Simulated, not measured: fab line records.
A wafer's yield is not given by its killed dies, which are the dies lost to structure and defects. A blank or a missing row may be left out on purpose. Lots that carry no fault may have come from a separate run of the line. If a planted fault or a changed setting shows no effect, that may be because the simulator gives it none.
Matching of chambers :: flow gf180mcu :: GF_V3_CMP_04 on cmp-02: 4 sister chambers
The step polishes SiO2. 8 wafers are shown with their chamber, then 12 later ones without.

== WAFERS PAIRED WITH THEIR CHAMBERS ==
wafer: L083.3
chamber: 1
motorCurrentA (A): 13.2
timeToEndpointS (s): 75

wafer: L086.1
chamber: 1
motorCurrentA (A): 12.5
timeToEndpointS (s): 82

wafer: L086.4
chamber: 0
motorCurrentA (A): 12.1
timeToEndpointS (s): 90

wafer: L089.1
chamber: 2
motorCurrentA (A): 12.0
timeToEndpointS (s): 74

wafer: L089.6
chamber: 3
motorCurrentA (A): 10.8
timeToEndpointS (s): 82

wafer: L090.1
chamber: 0
motorCurrentA (A): 12.8
timeToEndpointS (s): 73

wafer: L090.4
chamber: 2
motorCurrentA (A): 12.6
timeToEndpointS (s): 76

wafer: L090.5
chamber: 3
motorCurrentA (A): 10.7
timeToEndpointS (s): 74

== WAFERS MISSING THEIR CHAMBER ==
wafer: L091.2
motorCurrentA (A): 12.6
timeToEndpointS (s): 74

wafer: L091.3
motorCurrentA (A): 10.5
timeToEndpointS (s): 77

wafer: L091.4
motorCurrentA (A): 12.0
timeToEndpointS (s): 81

wafer: L093.3
motorCurrentA (A): 13.1
timeToEndpointS (s): 80

wafer: L093.5
motorCurrentA (A): 12.5
timeToEndpointS (s): 80

wafer: L093.6
motorCurrentA (A): 12.8
timeToEndpointS (s): 87

wafer: L094.2
motorCurrentA (A): 11.9
timeToEndpointS (s): 78

wafer: L094.4
motorCurrentA (A): 11.1
timeToEndpointS (s): 78

wafer: L094.6
motorCurrentA (A): 12.7
timeToEndpointS (s): 82

wafer: L096.1
motorCurrentA (A): 12.3
timeToEndpointS (s): 79

wafer: L096.2
motorCurrentA (A): 12.7
timeToEndpointS (s): 78

wafer: L096.6
motorCurrentA (A): 10.6
timeToEndpointS (s): 83

== CHAMBER TAKEN BY EACH ==
wafer: L091.2
from the rows above: can't be placed: 2 or 1 or 0
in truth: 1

wafer: L091.3
from the rows above: 3
in truth: 3

wafer: L091.4
from the rows above: can't be placed: 0 or 2 or 1 or 3
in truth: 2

wafer: L093.3
from the rows above: can't be placed: 1 or 0 or 2
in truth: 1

wafer: L093.5
from the rows above: can't be placed: 0 or 2 or 1
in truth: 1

wafer: L093.6
from the rows above: can't be placed: 0 or 1 or 2
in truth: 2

wafer: L094.2
from the rows above: can't be placed: 2 or 0 or 1 or 3
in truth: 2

wafer: L094.4
from the rows above: 3
in truth: 3

wafer: L094.6
from the rows above: can't be placed: 1 or 0 or 2
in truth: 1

wafer: L096.1
from the rows above: can't be placed: 0 or 2 or 1
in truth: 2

wafer: L096.2
from the rows above: can't be placed: 1 or 0 or 2
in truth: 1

wafer: L096.6
from the rows above: 3
in truth: 3
Correctly placed: 3 of 12. Cannot be placed on the basis of these rows: 9; the candidates contain the true chamber in 9. Placed wrongly: 0.
How it was worked out, from the rows above alone: a wafer's distance from a chamber is the root of the sum, over the readings, of the square of ((its reading less the chamber's mean) divided by the reading's scatter). The wafer belongs to the nearest chamber; if the next one is less than 2 further off, it can't be placed. Each chamber's mean is taken over the wafers shown for it. The scatter is the square root of a quotient: the sum, over the shown wafers, of each reading's squared deviation from its chamber's mean, divided by wafers minus chambers.
